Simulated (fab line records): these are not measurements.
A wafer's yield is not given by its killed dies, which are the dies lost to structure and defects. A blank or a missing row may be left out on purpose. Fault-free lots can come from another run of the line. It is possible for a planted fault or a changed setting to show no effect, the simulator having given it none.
fab line records | flow gf180mcu
[record] lots = 12 | wafers = 36 | lastDay = 34
route steps=602 shown VT_IMPLANT@110 HV_LDD@207
lots that met no fault: from a run of the same line without faults
startH: hours from the record's first day to the start of the lot's first wafer shown | waitH: hours since the lot's step before | " same as the row above | L1.1+2: one row covering several wafers at once | - either no value or no given start | * or withheld: withheld | < > ~ a bound
route shown NAME@n: NAME is a module with steps in the file, n the number in the route of the first one | usual: mean/standard deviation of fault-free wafers | same: alike in all rows | chamber/n: place in a boat | sites: each site's reading | _std_site: standard deviation across them | _edge_site: mean of outer sites minus mean of inner sites | radiusMm: for every site, how far away it sits from the centre of the wafer | mask NAME#n: copy n | behind: tool/chamber where the wafer was last shaped | hold: the reason the lot was held/the length of the hold in hours/how it ended | device: the n, p or np transistor that did not switch | end of line: at the end of the route, the tests of the same wafers | step lacking rows: just its recipe | killed: at the first sort, the dies lost to defects and structure; wafer yield is something else | map: a wafer's dies, marking killed ones x, the rest . and places with no die _
set.NAME: the setting the step ran with; set.NAME@STEP: the setting that earlier step ran with | model.NAME: the simulator's own value behind a step, which no gauge read
route steps across a sampled set of lots; one table per step, one row per wafer
services: when a tool's chamber went out of use (startH, in hours from the record's first day, below 0 if earlier), for how many hours, and the reason
[[steps]]
[step GF_VT_IMPLANT_STRIP_20]
[recipe] chemistry = O2/N2 | powerW = 1400 | pressureMtorr = 1500 | platenTempC = 250 | o2FlowSccm = 3000 | n2FlowSccm = 300 | overashFraction = 0.5
[usual] drypumpMotorCurrentA = 5.7/0.59 | heaterPowerW = 341/19 | oesProductAu = 0.716/0.0044 | platenTempC = 249.98/0.17 | stripTimeToEndpointS = 12.63/0.035
lot.wafer | tool           | chamber | startH | waitH | drypumpMotorCurrentA | heaterPowerW | oesProductAu | platenTempC | rfHoursCounterH | stripTimeToEndpointS
L357.2    | plasmaAsher-04 | 1       | 139.53 | 0.1   | 5.8                  | 346          | 0.725        | 250.12      | 2               | 12.65
L357.5    | "              | 1       | "      | "     | 5.8                  | 356          | 0.711        | 250.00      | -               | 12.67
L357.6    | "              | 0       | "      | "     | 5.8                  | 326          | 0.720        | 250.04      | -               | 12.64
L359.1    | plasmaAsher-03 | 1       | 150.88 | 0.1   | 4.6                  | 357          | 0.724        | 249.90      | 36              | 12.61
L359.3    | "              | 1       | "      | "     | 4.6                  | 363          | 0.718        | 249.69      | -               | 12.59
L359.4    | "              | 0       | "      | "     | 5.9                  | 328          | 0.712        | 249.84      | -               | 12.60
L360.4    | plasmaAsher-02 | 0       | 157.44 | 0.1   | 5.8                  | 364          | 0.720        | 250.39      | -               | 12.64
L360.5    | "              | 0       | "      | "     | 5.8                  | 355          | 0.720        | 250.14      | -               | 12.62
L360.6    | "              | 1       | "      | "     | 6.7                  | 312          | 0.722        | 250.10      | -               | 12.60
L362.1    | plasmaAsher-04 | 0       | 169.88 | 0.1   | 5.8                  | 333          | 0.719        | 249.84      | 6               | 12.67
L362.2    | "              | 1       | "      | "     | 5.8                  | 353          | 0.714        | 250.43      | 6               | 12.64
L362.6    | "              | 0       | "      | "     | 5.8                  | 332          | 0.718        | 250.02      | -               | 12.70
L365.1    | plasmaAsher-03 | 0       | 190.54 | 0.1   | 5.9                  | 323          | 0.720        | 250.10      | 41              | 12.58
L365.4    | "              | 1       | "      | "     | 4.6                  | 363          | 0.719        | 249.94      | -               | 12.57
L365.5    | "              | 0       | "      | "     | 5.9                  | 328          | 0.718        | 250.04      | -               | 12.58
L367.1    | plasmaAsher-03 | 0       | 205.50 | 0.1   | 5.9                  | 331          | 0.720        | 249.69      | 42              | 12.68
L367.2    | "              | 1       | "      | "     | 4.6                  | 358          | 0.714        | 250.16      | 42              | 12.71
L367.6    | "              | 0       | "      | "     | 5.9                  | 329          | 0.718        | 249.95      | -               | 12.70
L370.2    | plasmaAsher-03 | 0       | 221.15 | 0.1   | 5.9                  | 329          | 0.720        | 249.96      | 44              | 12.60
L370.4    | "              | 1       | "      | "     | 4.6                  | 356          | 0.720        | 249.98      | -               | 12.63
L370.5    | "              | 0       | "      | "     | 5.9                  | 331          | 0.707        | 249.76      | -               | 12.61
L373.1    | plasmaAsher-02 | 1       | 241.34 | 0.1   | 6.7                  | 309          | 0.717        | 249.70      | 58              | 12.58
L373.4    | "              | 0       | "      | "     | 5.8                  | 364          | 0.713        | 249.98      | -               | 12.62
L373.5    | "              | 0       | "      | "     | 5.8                  | 375          | 0.719        | 250.05      | -               | 12.66
L374.2    | plasmaAsher-04 | 0       | 246.63 | 0.1   | 5.8                  | 324          | 0.710        | 250.08      | 14              | 12.62
L374.3    | "              | 0       | "      | "     | 5.8                  | 324          | 0.714        | 250.02      | -               | 12.59
L374.4    | "              | 1       | "      | "     | 5.8                  | 346          | 0.713        | 249.95      | -               | 12.59
L375.1    | plasmaAsher-04 | 1       | 255.18 | 0.1   | 5.8                  | 356          | 0.713        | 250.09      | 15              | 12.56
L375.5    | "              | 1       | "      | "     | 5.8                  | 357          | 0.712        | 249.91      | -               | 12.58
L375.6    | "              | 0       | "      | "     | 5.8                  | 332          | 0.719        | 249.60      | -               | 12.58
L376.2    | plasmaAsher-02 | 1       | 259.99 | 0.1   | 6.7                  | 324          | 0.719        | 250.19      | 60              | 12.66
L376.4    | "              | 0       | "      | "     | 5.8                  | 364          | 0.716        | 249.72      | -               | 12.66
L376.5    | "              | 0       | "      | "     | 5.8                  | 372          | 0.713        | 249.93      | -               | 12.66
L378.3    | plasmaAsher-02 | 1       | 272.26 | 0.1   | 6.7                  | 315          | 0.717        | 249.93      | -               | 12.67
L378.4    | "              | 0       | "      | "     | 5.8                  | 354          | 0.715        | 249.86      | -               | 12.68
L378.5    | "              | 1       | "      | "     | 6.7                  | 319          | 0.716        | 249.78      | -               | 12.63
[step GF_VT_IMPLANT_RTA_45]
[recipe] tempC = 1050 | timeS = 30 | ambient = N2
[usual] chamberO2Ppm = 1.996/0.024 | lampPowerPct = 34.4/1.2 | wafer_temp_C_max = 1057.2/2.6
lot.wafer | tool         | chamber | startH | waitH | chamberO2Ppm | lampPowerPct | wafer_temp_C_max
L357.2    | rtpAnneal-02 | 0       | 171.56 | 0.0   | 1.973        | 33.0         | 1056.6
L357.5    | "            | 0       | "      | "     | 1.976        | 33.1         | 1054.2
L357.6    | "            | 0       | "      | "     | 1.961        | 33.1         | 1055.6
L359.1    | rtpAnneal-01 | 0       | 183.75 | 0.0   | 2.035        | 35.5         | 1058.1
L359.3    | "            | 0       | "      | "     | 2.038        | 35.5         | 1057.1
L359.4    | "            | 0       | "      | "     | 2.051        | 35.5         | 1060.3
L360.4    | rtpAnneal-02 | 0       | 190.50 | 0.1   | 2.009        | 33.0         | 1056.2
L360.5    | "            | 0       | "      | "     | 2.038        | 33.1         | 1054.0
L360.6    | "            | 0       | "      | "     | 2.021        | 33.1         | 1054.5
L362.1    | rtpAnneal-01 | 0       | 203.59 | 0.0   | 1.988        | 35.5         | 1057.6
L362.2    | "            | 0       | "      | "     | 2.015        | 35.5         | 1057.9
L362.6    | "            | 0       | "      | "     | 1.995        | 35.5         | 1056.4
L365.1    | rtpAnneal-02 | 0       | 225.35 | 0.0   | 1.989        | 33.0         | 1053.8
L365.4    | "            | 0       | "      | "     | 2.013        | 33.1         | 1055.4
L365.5    | "            | 0       | "      | "     | 1.988        | 33.1         | 1053.1
L367.1    | rtpAnneal-02 | 0       | 241.86 | 0.0   | 2.035        | 33.0         | 1057.0
L367.2    | "            | 0       | "      | "     | 2.015        | 33.0         | 1054.7
L367.6    | "            | 0       | "      | "     | 2.016        | 33.1         | 1053.5
L370.2    | rtpAnneal-01 | 0       | 258.21 | 0.0   | 1.977        | 35.4         | 1061.5
L370.4    | "            | 0       | "      | "     | 2.017        | 35.4         | 1059.6
L370.5    | "            | 0       | "      | "     | 1.972        | 35.5         | 1060.1
L373.1    | rtpAnneal-02 | 0       | 279.95 | 0.0   | 1.997        | 33.1         | 1054.8
L373.4    | "            | 0       | "      | "     | 2.015        | 33.0         | 1055.8
L373.5    | "            | 0       | "      | "     | 2.001        | 33.0         | 1054.6
L374.2    | rtpAnneal-01 | 0       | 285.15 | 0.0   | 2.012        | 35.4         | 1057.8
L374.3    | "            | 0       | "      | "     | 2.025        | 35.4         | 1058.0
L374.4    | "            | 0       | "      | "     | 1.975        | 35.5         | 1059.4
L375.1    | rtpAnneal-01 | 0       | 294.29 | 0.0   | 1.972        | 35.5         | 1058.1
L375.5    | "            | 0       | "      | "     | 2.029        | 35.4         | 1063.6
L375.6    | "            | 0       | "      | "     | 1.994        | 35.4         | 1062.9
L376.2    | rtpAnneal-01 | 0       | 299.61 | 0.0   | 1.985        | 35.5         | 1059.6
L376.4    | "            | 0       | "      | "     | 2.026        | 35.5         | 1060.4
L376.5    | "            | 0       | "      | "     | 2.005        | 35.6         | 1059.0
L378.3    | rtpAnneal-02 | 0       | 311.92 | 0.0   | 1.988        | 33.0         | 1054.5
L378.4    | "            | 0       | "      | "     | 2.000        | 33.0         | 1053.6
L378.5    | "            | 0       | "      | "     | 1.986        | 33.1         | 1055.2
[step GF_HV_LDD_CD_MEAS_31]
[recipe] targetCdNm = 400
[usual] cdNm = 399.6/2.6
lot.wafer | tool     | chamber | startH | waitH | cdNm
L357.2    | cdSem-01 | -       | 276.61 | 0.1   | 399.1
L357.5    | "        | -       | "      | "     | 399.0
L357.6    | "        | -       | "      | "     | 402.1
L359.1    | cdSem-01 | -       | 282.46 | 0.1   | 399.4
L359.3    | "        | -       | "      | "     | 401.6
L359.4    | "        | -       | "      | "     | 397.5
L360.4    | cdSem-01 | -       | 289.87 | 0.1   | 396.8
L360.5    | "        | -       | "      | "     | 399.5
L360.6    | "        | -       | "      | "     | 398.5
L362.1    | cdSem-01 | -       | 308.57 | 0.1   | 399.3
L362.2    | "        | -       | "      | "     | 399.1
L362.6    | "        | -       | "      | "     | 400.1
L365.1    | cdSem-02 | -       | 331.77 | 0.1   | 399.6
L365.4    | "        | -       | "      | "     | 399.1
L365.5    | "        | -       | "      | "     | 398.2
L367.1    | cdSem-02 | -       | 352.42 | 0.1   | 393.9
L367.2    | "        | -       | "      | "     | 394.4
L367.6    | "        | -       | "      | "     | 393.3
L370.2    | cdSem-01 | -       | 371.94 | 0.1   | 400.5
L370.4    | "        | -       | "      | "     | 399.2
L370.5    | "        | -       | "      | "     | 399.3
L373.1    | cdSem-02 | -       | 396.31 | 0.1   | 404.0
L373.4    | "        | -       | "      | "     | 404.2
L373.5    | "        | -       | "      | "     | 402.2
L374.2    | cdSem-01 | -       | 401.69 | 0.1   | 400.1
L374.3    | "        | -       | "      | "     | 400.6
L374.4    | "        | -       | "      | "     | 400.6
L375.1    | cdSem-01 | -       | 409.44 | 0.1   | 400.5
L375.5    | "        | -       | "      | "     | 401.5
L375.6    | "        | -       | "      | "     | 401.9
L376.2    | cdSem-02 | -       | 416.56 | 0.1   | 401.0
L376.4    | "        | -       | "      | "     | 401.0
L376.5    | "        | -       | "      | "     | 402.1
L378.3    | cdSem-02 | -       | 432.35 | 0.1   | 396.2
L378.4    | "        | -       | "      | "     | 395.4
L378.5    | "        | -       | "      | "     | 396.4
[step GF_HV_LDD_IMPLANT_33]
[recipe] species = P | energyKev = 60 | doseCm2 = 7.5e+12 | tiltDeg = 30 | rotationDeg = 0
[usual] doseIonsCm2 = 7.5e+12/7.7e+09 | faradayCurrentUA = 42.2/0.79 | rotationDeg = 0.004/0.021
lot.wafer | tool         | chamber | startH | waitH | doseIonsCm2 | faradayCurrentUA | rotationDeg
L357.2    | implanter-01 | 0       | 276.77 | 0.0   | 7.489e+12   | 43.3             | 0.013
L357.5    | "            | 0       | "      | "     | 7.495e+12   | 41.5             | -0.004
L357.6    | "            | 0       | "      | "     | 7.496e+12   | 44.2             | 0.015
L359.1    | implanter-03 | 0       | 282.62 | 0.0   | 7.502e+12   | 43.8             | -0.005
L359.3    | "            | 0       | "      | "     | 7.499e+12   | 42.4             | 0.013
L359.4    | "            | 0       | "      | "     | 7.497e+12   | 42.0             | -0.021
L360.4    | implanter-03 | 0       | 290.05 | 0.1   | 7.493e+12   | 42.6             | 0.042
L360.5    | "            | 0       | "      | "     | 7.499e+12   | 41.1             | -0.016
L360.6    | "            | 0       | "      | "     | 7.492e+12   | 41.9             | -0.012
L362.1    | implanter-03 | 0       | 308.73 | 0.0   | 7.503e+12   | 42.7             | 0.011
L362.2    | "            | 0       | "      | "     | 7.499e+12   | 42.6             | 0.025
L362.6    | "            | 0       | "      | "     | 7.5e+12     | 42.0             | -0.002
L365.1    | implanter-03 | 0       | 331.93 | 0.0   | 7.504e+12   | 42.6             | -0.020
L365.4    | "            | 0       | "      | "     | 7.5e+12     | 42.4             | 0.000
L365.5    | "            | 0       | "      | "     | 7.505e+12   | 41.2             | 0.016
L367.1    | implanter-02 | 0       | 352.58 | 0.0   | 7.489e+12   | 42.8             | -0.038
L367.2    | "            | 0       | "      | "     | 7.497e+12   | 42.8             | -0.040
L367.6    | "            | 0       | "      | "     | 7.507e+12   | 43.1             | -0.031
L370.2    | implanter-01 | 0       | 372.10 | 0.0   | 7.491e+12   | 42.4             | 0.008
L370.4    | "            | 0       | "      | "     | 7.498e+12   | 42.0             | 0.015
L370.5    | "            | 0       | "      | "     | 7.498e+12   | 42.5             | 0.030
L373.1    | implanter-03 | 0       | 396.47 | 0.0   | 8.385e+12   | 49.8             | 0.000
L373.4    | "            | 0       | "      | "     | 8.386e+12   | 48.7             | 0.003
L373.5    | "            | 0       | "      | "     | 8.393e+12   | 47.7             | -0.005
L374.2    | implanter-01 | 0       | 401.85 | 0.0   | 7.5e+12     | 41.4             | -0.027
L374.3    | "            | 0       | "      | "     | 7.496e+12   | 42.1             | -0.019
L374.4    | "            | 0       | "      | "     | 7.513e+12   | 41.2             | -0.032
L375.1    | implanter-03 | 0       | 409.60 | 0.0   | 8.39e+12    | 46.8             | -0.028
L375.5    | "            | 0       | "      | "     | 8.388e+12   | 47.6             | 0.005
L375.6    | "            | 0       | "      | "     | 8.396e+12   | 48.3             | -0.015
L376.2    | implanter-02 | 0       | 416.72 | 0.0   | 7.523e+12   | 41.6             | 0.000
L376.4    | "            | 0       | "      | "     | 7.516e+12   | 41.9             | -0.009
L376.5    | "            | 0       | "      | "     | 7.51e+12    | 41.9             | 0.000
L378.3    | implanter-02 | 0       | 432.52 | 0.1   | 7.494e+12   | 43.1             | 0.015
L378.4    | "            | 0       | "      | "     | 7.495e+12   | 42.0             | -0.010
L378.5    | "            | 0       | "      | "     | 7.5e+12     | 42.1             | 0.026
[step GF_HV_LDD_RS_MEAS_53]
[recipe] thkMeasGauge = four-point-probe
[usual] HV_LDD_RS = 418.5/1.1
lot.wafer | tool         | chamber | startH | waitH | HV_LDD_RS[ohm/sq]
L357.2    | filmMetro-01 | -       | 296.69 | 0.1   | 418.9
L357.5    | "            | -       | "      | "     | 419.6
L357.6    | "            | -       | "      | "     | 419.2
L359.1    | filmMetro-03 | -       | 303.65 | 0.1   | 417.1
L359.3    | "            | -       | "      | "     | 417.2
L359.4    | "            | -       | "      | "     | 418.0
L360.4    | filmMetro-02 | -       | 311.96 | 0.1   | 419.2
L360.5    | "            | -       | "      | "     | 419.2
L360.6    | "            | -       | "      | "     | 419.8
L362.1    | filmMetro-03 | -       | 331.22 | 0.1   | 418.7
L362.2    | "            | -       | "      | "     | 418.1
L362.6    | "            | -       | "      | "     | 418.4
L365.1    | filmMetro-03 | -       | 354.47 | 0.1   | 416.9
L365.4    | "            | -       | "      | "     | 416.6
L365.5    | "            | -       | "      | "     | 417.2
L367.1    | filmMetro-02 | -       | 375.15 | 0.1   | 417.2
L367.2    | "            | -       | "      | "     | 417.0
L367.6    | "            | -       | "      | "     | 418.1
L370.2    | filmMetro-03 | -       | 395.02 | 0.1   | 418.5
L370.4    | "            | -       | "      | "     | 418.9
L370.5    | "            | -       | "      | "     | 418.3
L373.1    | filmMetro-01 | -       | 420.67 | 0.1   | 416.4
L373.4    | "            | -       | "      | "     | 414.9
L373.5    | "            | -       | "      | "     | 416.3
L374.2    | filmMetro-03 | -       | 426.57 | 0.1   | 418.2
L374.3    | "            | -       | "      | "     | 418.2
L374.4    | "            | -       | "      | "     | 418.4
L375.1    | filmMetro-03 | -       | 433.67 | 0.1   | 415.1
L375.5    | "            | -       | "      | "     | 414.2
L375.6    | "            | -       | "      | "     | 414.7
L376.2    | filmMetro-03 | -       | 441.77 | 0.1   | 419.3
L376.4    | "            | -       | "      | "     | 418.6
L376.5    | "            | -       | "      | "     | 418.5
L378.3    | filmMetro-03 | -       | 457.72 | 0.1   | 417.1
L378.4    | "            | -       | "      | "     | 417.1
L378.5    | "            | -       | "      | "     | 417.4
[[services]]
tool           | chamber | startH | hours | kind
plasmaAsher-04 | 0       | 117.75 | -     | clean
plasmaAsher-04 | 1       | 117.75 | -     | clean
implanter-03   | -       | 143.13 | 2.3   | repair
implanter-02   | -       | 152.15 | 1.8   | repair
implanter-01   | -       | 154.90 | 6.6   | repair
plasmaAsher-02 | -       | 163.48 | 1.8   | repair
implanter-03   | -       | 169.01 | 2.8   | pm
plasmaAsher-02 | -       | 176.73 | 6.2   | repair
plasmaAsher-04 | -       | 192.44 | 1.2   | repair
implanter-03   | -       | 217.30 | 3.5   | repair
plasmaAsher-03 | -       | 246.48 | 1.4   | repair
plasmaAsher-02 | -       | 270.82 | 1.4   | repair
implanter-01   | -       | 273.60 | 2.9   | pm
implanter-02   | -       | 279.85 | 5.9   | pm
plasmaAsher-04 | -       | 288.62 | 7.6   | repair
implanter-02   | -       | 316.32 | 3.4   | pm
plasmaAsher-03 | -       | 343.06 | 12.3  | repair
implanter-01   | -       | 354.91 | 1.4   | repair
implanter-03   | -       | 364.19 | 0.7   | repair
rtpAnneal-01   | -       | 382.99 | 1.0   | pm
implanter-01   | -       | 390.70 | 5.2   | pm
plasmaAsher-02 | -       | 421.25 | 9.0   | pm
plasmaAsher-02 | 0       | 421.25 | 9.0   | ventCycle
plasmaAsher-02 | 1       | 421.25 | 9.0   | ventCycle
[[key]]
[firstSign] step = GF_HV_LDD_IMPLANT_33 | reading = doseIonsCm2 | direction = up | sigmas = 99+ | usual = 7.5e+12 | struck = 8.39e+12
[effect] step = GF_HV_LDD_IMPLANT_33 | reading = faradayCurrentUA | direction = up | sigmas = 7.5 | usual = 42.2 | struck = 48.1
[effect] step = GF_HV_LDD_RS_MEAS_53 | reading = HV_LDD_RS | direction = down | sigmas = 2.9 | usual = 418.5 | struck = 415.3
metAt GF_HV_LDD_IMPLANT_33
struckLots L373,L375
testerLeftOut L373,L375
notActingAt GF_VT_IMPLANT_STRIP_20,GF_VT_IMPLANT_RTA_45,GF_HV_LDD_CD_MEAS_31
onsetBetween 331.93 396.47
[fault] kind = processParameterDrift | tool = implanter-03 | chamber = - | onsetH = 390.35 | steps = GF_HV_LDD_IMPLANT_33 | channel = doseCm2 | offset = 8.9222e+11 | shape = step | endH = 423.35 | actsIn = theseRecipesOnly | stated = 7.5e+12
// testerLeftOut: of these lots the tester's yield and bins aren't shown, on N5 and GAA mostly nor the transistor test; their killed dies are dies lost to structure and defects alone, not to doping, threshold or leakage, so they don't give the yield
